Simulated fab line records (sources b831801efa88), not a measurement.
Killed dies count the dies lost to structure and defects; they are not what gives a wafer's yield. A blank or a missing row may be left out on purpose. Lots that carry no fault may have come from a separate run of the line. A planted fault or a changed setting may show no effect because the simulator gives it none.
A struck lot beside a sound one	flow sky130	18 out of 708 route steps
Sound: these wafers, L378.2, L378.5, L378.6. Struck: wafers L388.3, L388.4, L388.6. The cause is named last.
At each step with rows: each side's tool, then ch and its chambers, then its first start. Under that, the readings that differ: sound wafers	struck wafers	difference of the means	sigmas: that difference in standard deviations of wafers without a fault.
alike: same words and numbers on both sides, and readings whose means sit less than 2 such deviations apart. not compared: any withheld reading, any reading some wafer has no value for, any bound like >300 that may hide the same value, and any number with overlapping values for which the record gives no deviation.
A row with sigmas, a row that says differs or no value, or rows on one side alone: a step with any of these is where the two part. When numbers do not overlap yet have no deviation, they are printed without sigmas and do not part them. Lack of a reading on every wafer of one side parts them only where that side has two or more wafers.

first, 4 steps without rows for these wafers: SKY_VT_ADJUST_PCH_SOFTBAKE_03; SKY_VT_ADJUST_PCH_EXPOSE_04 (exposes mask NWM, target cd 840 nm); SKY_VT_ADJUST_PCH_PEB_05; SKY_VT_ADJUST_PCH_DEVELOP_06 (develop time 60 s).
SKY_VT_ADJUST_PCH_OVL_MEAS_07:
  sound on overlay-02 at day 12 14:08; struck on overlay-01 at day 15 17:50
  alike: VT_ADJUST_PCH_OVL
then, 1 step without rows for these wafers: SKY_VT_ADJUST_PCH_IMPLANT_08.
SKY_VT_ADJUST_PCH_STRIP_09: strips in O2/N2.
  sound on plasma_asher-01 ch 0,1, day 12 14:19; struck on plasma_asher-04 ch 0,1, day 15 18:02
  alike: drypump_motor_current_A, oes_product_au, strip_time_to_endpoint_s
  not compared: rf_hours_counter_h
SKY_VT_ADJUST_PCH_TW_MEAS_10:
  sound on film_metro-03 at day 12 14:25; struck on film_metro-02 at day 15 18:07
  alike: VT_ADJUST_PCH_TW
then, 4 steps without rows for these wafers: SKY_SONOS_TUNNEL_DEHYDRATE_00 (time 60 s); SKY_SONOS_TUNNEL_HMDS_01 (prime time 60 s); SKY_SONOS_TUNNEL_COAT_02 (resist thk 1140 nm); SKY_SONOS_TUNNEL_SOFTBAKE_03 (time 60 s).
SKY_SONOS_TUNNEL_EXPOSE_04: exposes mask TUNM, target cd 410 nm.
  sound on iline_stepper-01 ch 0, day 13 02:40; struck on iline_stepper-02 ch 0, day 16 08:07
reading	sound	struck	difference	sigmas
exposure_dose_mJ_cm2	136.16 135.86 135.97	104.33 104.11 104.13	-31.81	-99 or more
  alike: mask
then, 2 steps without rows for these wafers: SKY_SONOS_TUNNEL_PEB_05; SKY_SONOS_TUNNEL_DEVELOP_06 (develop time 60 s).
SKY_SONOS_TUNNEL_CD_MEAS_07: target cd 410 nm.
  sound on cd_sem-01 at day 13 14:53; struck on cd_sem-01 at day 16 21:58
reading	sound	struck	difference	sigmas
cd_nm (nm)	412.4 409.9 411.9	335.5 334.9 335.2	-76.2	-33
SKY_SONOS_TUNNEL_OVL_MEAS_08:
  sound on overlay-02 at day 13 15:00; struck on overlay-01 at day 16 22:03
  alike: SONOS_TUNNEL_OVL
-- here the record skips 33 days between the struck wafers' starts before and after, leaving off in module SONOS_TUNNEL and picking up in module PAD_OPEN (first step shown: number 708 of the route) --
SKY_PAD_OPEN_PROBE_99:
  sound on prober-02 at day 47 15:09; struck on prober-02 at day 49 20:33
reading	sound	struck	difference	sigmas
killed_at_front_end	17 16 20	248 247 257	+233	+52
killed_dies	88 82 81	326 328 321	+241	+29
killed_on_rim	23 17 14	94 93 93	+75	+22
  alike: killed_at_M0_to_M3, killed_at_M4_up, killed_at_contacts, killed_at_other, killed_open, killed_short

== WHERE THEY PART ==
First at SKY_SONOS_TUNNEL_EXPOSE_04; last, within this record, at SKY_PAD_OPEN_PROBE_99.

WHY: whatever the simulator had introduced
Process parameters drifting: iline_stepper-02 at SKY_SONOS_TUNNEL_EXPOSE_04, beginning at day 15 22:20. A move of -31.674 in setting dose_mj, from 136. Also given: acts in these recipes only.
